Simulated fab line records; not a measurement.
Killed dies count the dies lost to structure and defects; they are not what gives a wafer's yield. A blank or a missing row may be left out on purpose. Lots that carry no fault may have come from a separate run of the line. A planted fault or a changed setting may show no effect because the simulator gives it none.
Split-lot trial	flow gf180mcu	route with 602 steps; 5 lots, 23 wafers read

## THE SPLIT ITSELF
At GF_CONTACT_CVD_00 (deposits SiO2, target thk 300 nm, time 50 s), the setting sih4FlowSccm was moved away from the recipe's 60 sccm on 6 of the 23 wafers read, by -14.7% to -11.4%. This setting was run at the recipe's value on the other wafers.

No step appears in the file between the split and the reading.

## THE READING
CONTACT_CVD_00_THK, in nm, at GF_CONTACT_THK_MEAS_01. A value of 301 nm with a standard deviation of 3.2 nm is what fault-free wafers of this fab line usually give.

wafer	tool, chamber at the split	sih4FlowSccm as run, sccm	against the recipe	CONTACT_CVD_00_THK, nm	against lot-mates on the recipe
L076.1	hdpcvd-02, 2	60	recipe	297	-
L076.2	hdpcvd-02, 1	60	recipe	300	-
L076.3	hdpcvd-02, 0	60	recipe	304	-
L076.4	hdpcvd-02, 0	52.14	-13.1%	264	-36
L076.6	hdpcvd-02, 2	52.14	-13.1%	260	-40
L079.2	hdpcvd-02, 0	60	recipe	300	-
L079.4	hdpcvd-02, 1	60	recipe	300	-
L079.5	hdpcvd-02, 0	60	recipe	299	-
L081.1	hdpcvd-02, 2	51.16	-14.7%	253	-48
L081.2	hdpcvd-02, 1	51.16	-14.7%	257	-44
L081.3	hdpcvd-02, 0	60	recipe	302	-
L081.4	hdpcvd-02, 0	60	recipe	298	-
L081.6	hdpcvd-02, 1	60	recipe	302	-
L080.1	hdpcvd-02, 2	60	recipe	296	-
L080.2	hdpcvd-02, 1	60	recipe	302	-
L080.3	hdpcvd-02, 0	60	recipe	306	-
L080.5	hdpcvd-02, 0	60	recipe	305	-
L080.6	hdpcvd-02, 2	60	recipe	295	-
L083.1	hdpcvd-02, 1	60	recipe	300	-
L083.2	hdpcvd-02, 0	53.13	-11.4%	266	-35
L083.4	hdpcvd-02, 1	60	recipe	301	-
L083.5	hdpcvd-02, 2	53.13	-11.4%	265	-36
L083.6	hdpcvd-02, 0	60	recipe	301	-

THE FIT
A straight line over all 23 wafers: CONTACT_CVD_00_THK changes by +3.03 nm for each +1% of sih4FlowSccm; r = +0.99; the points scatter about the line by 2.8 nm.
The same after taking each lot's own level away (the mean of its wafers on the recipe; 23 wafers): +3.04 nm for each +1%; r = +0.99; scatter 2.8 nm.
Per that fit: largest sih4FlowSccm move, reading shift of 45 nm.
The lots' own levels span 299.7 to 300.8 nm, that is 0.4 times the standard deviation above.
Consequently the slope shifts little with the lot-to-lot level, the two slopes agreeing.
Check: -43.9 nm against its lot-mates is what the line predicts for one of the wafers moved furthest among these (-14.7%) when that wafer is left out of the fit. It came out at -47.7 nm against them.

## ADDITIONAL SPLITS CARRIED BY THESE WAFERS
These wafers also went through other splits before the reading. Each is held against what the fit with the lots' levels taken away leaves over:
other split on the same wafers	wafers away from the commonest value	r with CONTACT_CVD_00_THK (lot level and that fit taken away)
GF_DUAL_GATE_COAT_06 resistThkNm	8	-0.16
GF_POLY_GATE_COAT_05 resistThkNm	4	-0.14
GF_POLY_GATE_OXIDATION_16 oxTimeS	18	-0.11
GF_HV_LDD_IMPLANT_09 doseCm2	6	+0.10
GF_HV_LDD_DEVELOP_18 developTimeS	8	+0.50
GF_HV_LDD_CLEAN_51 timeS	15	-0.07
GF_HV_LDD_ETCHBACK_58 timeS	11	+0.07
GF_PSD_IMPLANT_09 energyKev	7	+0.20
GF_SALICIDE_SPUTTER_03 powerW	8	-0.01

## THE WHOLE CHAIN: every reading that the file lists as answering this split, in the file's order
step	what it does	reading	change (the file's fit)	r (the file's)
GF_CONTACT_CVD_00	deposits SiO2, target thk 300 nm, time 50 s	SiO2_of_CONTACT_CVD_00.thkNm (the simulator's own value, which no gauge read)	+3.06 nm for each +1% of the setting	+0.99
GF_CONTACT_THK_MEAS_01		CONTACT_CVD_00_THK	+3.05 for each +1% of the setting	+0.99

## THE FILE'S OWN FIT
CONTACT_CVD_00_THK changes by +3.05 nm for each +1% of sih4FlowSccm, r = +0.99.
